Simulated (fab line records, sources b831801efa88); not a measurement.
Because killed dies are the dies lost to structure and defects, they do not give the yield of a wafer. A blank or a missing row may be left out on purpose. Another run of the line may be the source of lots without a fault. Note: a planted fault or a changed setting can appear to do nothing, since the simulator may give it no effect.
One fault through the eyes of 2 desks || flow gf180mcu || each desk holds nothing but its own numbers, with what lay behind them at the end

== FROM THE METROLOGY DESK ==
Lot by lot, what the gauges showed, no matter which tool ran the lot: averages of those sampled wafers that carry a number. A lot is out of limits, marked OUT, if its mean lies more than 4 standard deviations from the usual mean; the brackets give that distance.
Columns: A = DNWELL_TW at GF_DNWELL_TW_MEAS_09, usual 1356; B = V3_W_RS at GF_V3_RS_MEAS_24, usual 0.3269 ohm/sq
{"lot": "L339", "first seen here": "day 2 19:01", "A": 1365, "B": 0.3296}
{"lot": "L341", "first seen here": "day 3 07:55", "A": 1349, "B": 0.3218}
{"lot": "L342", "first seen here": "day 3 10:32", "A": 1348, "B": 0.3236}
{"lot": "L343", "first seen here": "day 3 15:02", "A": 1360, "B": 0.3283}
{"lot": "L348", "first seen here": "day 5 05:38", "A": 1357, "B": 0.3254}
{"lot": "L349", "first seen here": "day 5 05:53", "A": "1512 (+22) OUT", "B": 0.3266}
{"lot": "L351", "first seen here": "day 5 16:44", "A": "1530 (+24) OUT", "B": 0.3258}
{"lot": "L353", "first seen here": "day 6 04:20", "A": 1351, "B": 0.3250}
{"lot": "L354", "first seen here": "day 6 13:43", "A": 1350, "B": 0.3283}
{"lot": "L357", "first seen here": "day 7 02:04", "A": 1350, "B": 0.3276}
{"lot": "L359", "first seen here": "day 7 09:38", "A": 1357, "B": 0.3260}
{"lot": "L361", "first seen here": "day 7 16:23", "A": 1364, "B": 0.3290}
{"lot": "L362", "first seen here": "day 8 04:16", "A": 1360, "B": 0.3298}
This desk's finding: out of limits on L349, L351; first on L349, day 5 05:53 (DNWELL_TW at GF_DNWELL_TW_MEAS_09). L339, L341, L342, L343, L348, L353, L354, L357, L359, L361, L362: within limits.

== AT THE TOOL OWNER'S DESK: implanter-03 ==
For each lot that ran on this tool, the mean over its sampled wafers that have a number, from the tool's own readings at GF_DNWELL_IMPLANT_07. A lot is out of limits, marked OUT, if its mean lies more than 4 standard deviations from the usual mean; the brackets give that distance.
Columns: A = beam_on_s at GF_DNWELL_IMPLANT_07, usual 10.00 s; B = faraday_current_uA at GF_DNWELL_IMPLANT_07, usual 56.4
{"lot": "L342", "first seen here": "day 3 10:17", "A": 10.01, "B": 56.4}
{"lot": "L349", "first seen here": "day 5 05:40", "A": "14.19 (+21) OUT", "B": "39.7 (-14) OUT"}
{"lot": "L351", "first seen here": "day 5 16:29", "A": "14.09 (+20) OUT", "B": "39.9 (-14) OUT"}
This desk's finding: out of limits on L349, L351; first on L349, day 5 05:40 (beam_on_s at GF_DNWELL_IMPLANT_07). L342: within limits.

== ALL TOGETHER ==
The tool owner's desk could have raised an alarm at day 5 05:40, on L349, L351.
Metrology desk: alarm possible at day 5 05:53 on L349, L351.
The lots listed all ran GF_DNWELL_IMPLANT_07 on implanter-03.

== WHAT WAS PUT IN BY THE SIMULATOR ==
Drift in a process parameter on implanter-03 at GF_DNWELL_IMPLANT_07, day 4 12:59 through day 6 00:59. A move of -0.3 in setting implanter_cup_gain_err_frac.
Lots struck among those shown: L349, L351.
Hours from the fault's start to each desk's first reading out of limits: the tool owner's desk, 17; the metrology desk, 17.
